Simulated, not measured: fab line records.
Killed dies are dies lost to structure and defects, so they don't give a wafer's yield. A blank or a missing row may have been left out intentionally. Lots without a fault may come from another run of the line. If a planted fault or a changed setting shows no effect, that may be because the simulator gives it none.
Commonality check across tools || flow sky130 || 42 wafers sampled across 14 lots

WHY IT WAS OPENED
SKY_SD_N_RS_MEAS_16, reading SD_N_RS: flagged on 2 of 14 lots. No-fault wafers: 68.53 ohm/sq, standard deviation 0.1.
Rule: flag the lot when none of its wafers has a number, or when each of its wafers that has one lies beyond 4 standard deviations from that mean. The rest of the lots are taken to be sound.

{"lot": "L854", "measured": "day 28 22:28", "on": "film metro-01", "SD_N_RS (ohm/sq), wafer by wafer": "68.51 68.38 68.44", "flag": ""}
{"lot": "L856", "measured": "day 29 11:26", "on": "film metro-02", "SD_N_RS (ohm/sq), wafer by wafer": "68.38 68.57 68.64", "flag": ""}
{"lot": "L858", "measured": "day 30 03:36", "on": "film metro-01", "SD_N_RS (ohm/sq), wafer by wafer": "68.58 68.72 68.64", "flag": ""}
{"lot": "L859", "measured": "day 30 10:08", "on": "film metro-01", "SD_N_RS (ohm/sq), wafer by wafer": "68.68 68.47 68.41", "flag": ""}
{"lot": "L860", "measured": "day 30 14:02", "on": "film metro-03", "SD_N_RS (ohm/sq), wafer by wafer": "68.50 68.73 68.55", "flag": ""}
{"lot": "L861", "measured": "day 31 03:24", "on": "film metro-02", "SD_N_RS (ohm/sq), wafer by wafer": "68.47 68.48 68.44", "flag": ""}
{"lot": "L863", "measured": "day 31 13:50", "on": "film metro-01", "SD_N_RS (ohm/sq), wafer by wafer": "68.41 68.47 68.43", "flag": ""}
{"lot": "L864", "measured": "day 32 06:51", "on": "film metro-02", "SD_N_RS (ohm/sq), wafer by wafer": "68.43 68.50 68.42", "flag": ""}
{"lot": "L865", "measured": "day 32 13:09", "on": "film metro-02", "SD_N_RS (ohm/sq), wafer by wafer": "68.31 68.52 68.44", "flag": ""}
{"lot": "L866", "measured": "day 32 20:53", "on": "film metro-01", "SD_N_RS (ohm/sq), wafer by wafer": "68.51 68.56 68.66", "flag": ""}
{"lot": "L867", "measured": "day 33 07:23", "on": "film metro-01", "SD_N_RS (ohm/sq), wafer by wafer": "68.71 68.57 68.61", "flag": ""}
{"lot": "L869", "measured": "day 33 18:30", "on": "film metro-02", "SD_N_RS (ohm/sq), wafer by wafer": "74.74 74.63 74.74", "flag": "FLAGGED"}
{"lot": "L871", "measured": "day 34 06:09", "on": "film metro-02", "SD_N_RS (ohm/sq), wafer by wafer": "74.85 74.59 74.75", "flag": "FLAGGED"}
{"lot": "L874", "measured": "day 35 02:47", "on": "film metro-03", "SD_N_RS (ohm/sq), wafer by wafer": "68.57 68.58 68.67", "flag": ""}
The numbers of the flagged lots are 74.72 ohm/sq on average: +6.19 ohm/sq against the usual, or +62 standard deviations.

WHICH TOOL EACH LOT WENT THROUGH
The record keeps 1 process step preceding the reading, out of 708 steps on the route. Cell contents, in order: the tool; ch with the chambers the sampled wafers went through; the start.
{"lot": "L854", "flag": "", "SKY_SD_N_RTA_14": "rtp anneal-02 ch 0, day 28 22:17"}
{"lot": "L856", "flag": "", "SKY_SD_N_RTA_14": "rtp anneal-02 ch 0, day 29 11:16"}
{"lot": "L858", "flag": "", "SKY_SD_N_RTA_14": "rtp anneal-02 ch 0, day 30 03:26"}
{"lot": "L859", "flag": "", "SKY_SD_N_RTA_14": "rtp anneal-01 ch 0, day 30 09:58"}
{"lot": "L860", "flag": "", "SKY_SD_N_RTA_14": "rtp anneal-02 ch 0, day 30 13:52"}
{"lot": "L861", "flag": "", "SKY_SD_N_RTA_14": "rtp anneal-01 ch 0, day 31 03:11"}
{"lot": "L863", "flag": "", "SKY_SD_N_RTA_14": "rtp anneal-01 ch 0, day 31 13:40"}
{"lot": "L864", "flag": "", "SKY_SD_N_RTA_14": "rtp anneal-02 ch 0, day 32 06:39"}
{"lot": "L865", "flag": "", "SKY_SD_N_RTA_14": "rtp anneal-01 ch 0, day 32 12:57"}
{"lot": "L866", "flag": "", "SKY_SD_N_RTA_14": "rtp anneal-02 ch 0, day 32 20:39"}
{"lot": "L867", "flag": "", "SKY_SD_N_RTA_14": "rtp anneal-01 ch 0, day 33 07:11"}
{"lot": "L869", "flag": "FLAGGED", "SKY_SD_N_RTA_14": "rtp anneal-01 ch 0, day 33 18:20"}
{"lot": "L871", "flag": "FLAGGED", "SKY_SD_N_RTA_14": "rtp anneal-01 ch 0, day 34 05:59"}
{"lot": "L874", "flag": "", "SKY_SD_N_RTA_14": "rtp anneal-02 ch 0, day 35 02:34"}
What these steps do:
- SKY_SD_N_RTA_14: time 2 s.
- SKY_SD_N_RS_MEAS_16: measures by four-point-probe.

FLAGGED OVER TOTAL, TOOL BY TOOL (the gauges that took the reading come last)
{"step": "SKY_SD_N_RTA_14", "tool": "rtp anneal-01", "lots run": 7, "flagged": 2, "share of the flagged lots": "all", "sound lots run after its first flagged lot": 0}
{"step": "SKY_SD_N_RTA_14", "tool": "rtp anneal-02", "lots run": 7, "flagged": 0, "share of the flagged lots": "none", "sound lots run after its first flagged lot": "-"}
{"step": "SKY_SD_N_RS_MEAS_16", "tool": "film metro-01", "lots run": 6, "flagged": 0, "share of the flagged lots": "none", "sound lots run after its first flagged lot": "-"}
{"step": "SKY_SD_N_RS_MEAS_16", "tool": "film metro-02", "lots run": 6, "flagged": 2, "share of the flagged lots": "all", "sound lots run after its first flagged lot": 0}
{"step": "SKY_SD_N_RS_MEAS_16", "tool": "film metro-03", "lots run": 2, "flagged": 0, "share of the flagged lots": "none", "sound lots run after its first flagged lot": "-"}

THE TABLE: WHAT IT ALLOWS
Rows of the table that ran all the flagged lots, 2 in number: rtp anneal-01 at SKY_SD_N_RTA_14; film metro-02 at SKY_SD_N_RS_MEAS_16.
- rtp anneal-01 at SKY_SD_N_RTA_14: 2 of its 7 lots flagged. Last sound lot L867 at day 33 07:11, first flagged lot L869 at day 33 18:20; a fault beginning in between fits. Its own readings (lamp power pct) fall more than 4 standard deviations out on all wafers of the flagged lots.
- film metro-02 at SKY_SD_N_RS_MEAS_16: 2 of its 6 lots flagged. Last sound lot L865 at day 32 13:09, first flagged lot L869 at day 33 18:30; a fault beginning in between fits.
A lot count leaves these 2 tools indistinguishable: every one of them fits a fault beginning at some hour. More lots, or a look at what each step does to the wafer, might.

WHAT WAS PUT IN BY THE SIMULATOR
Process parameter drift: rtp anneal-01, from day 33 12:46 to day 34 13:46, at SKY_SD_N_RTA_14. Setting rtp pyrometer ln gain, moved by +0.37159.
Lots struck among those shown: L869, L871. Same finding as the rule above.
